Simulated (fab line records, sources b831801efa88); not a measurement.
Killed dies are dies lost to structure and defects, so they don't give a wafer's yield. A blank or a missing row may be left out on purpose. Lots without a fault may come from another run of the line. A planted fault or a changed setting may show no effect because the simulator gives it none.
Which tool did it? | flow sky130 | 6 lots, 18 wafers sampled, at 3 steps of a route of 708

WHAT THE GAUGES READ, wafer by wafer
SKY_SONOS_ONO_OVL_MEAS_14.
lot  | measured     | on         | SONOS_ONO_OVL (nm)
L686 | day 12 19:01 | overlay-02 | 1.5 2.2 -0.1
L690 | day 14 06:17 | overlay-01 | 1.1 0.8 1.1
L697 | day 16 16:34 | overlay-01 | 1.3 1.5 1.2
L701 | day 18 07:38 | overlay-01 | 1.8 1.8 0.9
L703 | day 18 18:00 | overlay-01 | -0.7 1.9 2.3
L707 | day 20 16:03 | overlay-01 | 1.2 0.0 0.7

WHICH TOOL RAN EACH LOT (tool, then ch and the chambers of the sampled wafers, then the start)
lot  | SKY_NWELL_COAT_18                 | SKY_NWELL_STRIP_25
L686 | litho_track-01 ch 0, day 5 02:29  | plasma_asher-03 ch 0,1, day 5 11:08
L690 | litho_track-01 ch 0, day 6 03:54  | plasma_asher-01 ch 0,1, day 6 13:07
L697 | litho_track-01 ch 0, day 7 21:02  | plasma_asher-03 ch 0,1, day 8 07:34
L701 | litho_track-04 ch 0, day 8 21:22  | plasma_asher-04 ch 0,1, day 9 09:14
L703 | litho_track-04 ch 0, day 9 07:30  | plasma_asher-03 ch 0,1, day 9 18:58
L707 | litho_track-02 ch 0, day 10 16:41 | plasma_asher-03 ch 0,1, day 11 04:16
- SKY_NWELL_COAT_18: resist thk 3000 nm.
- SKY_NWELL_STRIP_25: strips in O2/N2.

THE ANSWER, worked out from the rows above alone
Rule: what is usual is taken from the lots themselves. Put in order of their means at a reading, lots are off if they are a third of the lots or fewer, leave a main group of 4 or more, and stand apart from it by a gap of 3 or more times the standard deviation of the main group's means; of several such gaps the widest counts. A main group whose means are all the same, to the digits that the tables above print for the reading, isn't used. A lot without any number at a reading at which 4 lots or more have one is off too. The other lots that the step has rows for count as sound.
No lot is off at any reading shown: from this, nothing can be told.

WHAT THE SIMULATOR HAD PUT IN
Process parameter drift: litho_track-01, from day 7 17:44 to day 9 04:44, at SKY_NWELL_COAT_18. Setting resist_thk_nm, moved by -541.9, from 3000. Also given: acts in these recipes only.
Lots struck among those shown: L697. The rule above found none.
